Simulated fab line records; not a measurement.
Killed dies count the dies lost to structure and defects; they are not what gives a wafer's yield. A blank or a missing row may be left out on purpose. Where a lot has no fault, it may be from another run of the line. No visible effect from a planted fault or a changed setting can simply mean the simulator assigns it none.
What tool caused it? / flow gf180mcu / Sampling: 7 lots, 21 wafers, 2 of 602 route steps

WHAT THE GAUGES SHOWED, per wafer
GF_TOP_METAL_THK_MEAS_06: measures by xrf.
lot=L927; measured=day 27 21:41; on=filmMetro-01; TOP_METAL_ALCU_THK (nm)=909 895 915
lot=L929; measured=day 28 17:00; on=filmMetro-01; TOP_METAL_ALCU_THK (nm)=897 891 898
lot=L937; measured=day 30 21:43; on=filmMetro-01; TOP_METAL_ALCU_THK (nm)=908 912 910
lot=L940; measured=day 31 17:07; on=filmMetro-04; TOP_METAL_ALCU_THK (nm)=897 903 906
lot=L942; measured=day 32 04:30; on=filmMetro-02; TOP_METAL_ALCU_THK (nm)=911 914 912
lot=L945; measured=day 32 21:45; on=filmMetro-01; TOP_METAL_ALCU_THK (nm)=902 891 895
lot=L947; measured=day 33 10:43; on=filmMetro-04; TOP_METAL_ALCU_THK (nm)=917 916 901

WHICH TOOL RAN EACH LOT (tool, then ch and the chambers of the sampled wafers, then the start)
lot=L927; GF_V5_ETCH_17=rieDiel-01 ch 1,2,3, day 27 21:41 or earlier
lot=L929; GF_V5_ETCH_17=rieDiel-02 ch 0,2,3, day 28 17:00 or earlier
lot=L937; GF_V5_ETCH_17=rieDiel-02 ch 0,1,2, day 30 21:43 or earlier
lot=L940; GF_V5_ETCH_17=rieDiel-01 ch 0,1, day 31 17:07 or earlier
lot=L942; GF_V5_ETCH_17=rieDiel-01 ch 0,1, day 32 04:30 or earlier
lot=L945; GF_V5_ETCH_17=rieDiel-04 ch 1,2, day 32 21:45 or earlier
lot=L947; GF_V5_ETCH_17=rieDiel-02 ch 2,3, day 33 10:43 or earlier
- GF_V5_ETCH_17: etches SiO2 in C4F8/O2/Ar, stops on TiN, target depth 855 nm.

THE ANSWER, worked out from the rows above alone
Rule: the usual values come from the lots themselves. Put in order of their means at a reading, lots are off if they are a third of the lots or fewer, leave a main group of 4 or more, and stand apart from it by a gap of 3 or more times the standard deviation of the main group's means; of several such gaps the widest counts. Not used: any main group whose means are identical at the precision the tables above print for the reading. Also off: a lot with no number at a reading for which 4 or more lots have one. All remaining lots with rows at the step are treated as sound.
Nothing can be told from this: no lot is off at any reading shown.

WHAT THE SIMULATOR HAD INSERTED
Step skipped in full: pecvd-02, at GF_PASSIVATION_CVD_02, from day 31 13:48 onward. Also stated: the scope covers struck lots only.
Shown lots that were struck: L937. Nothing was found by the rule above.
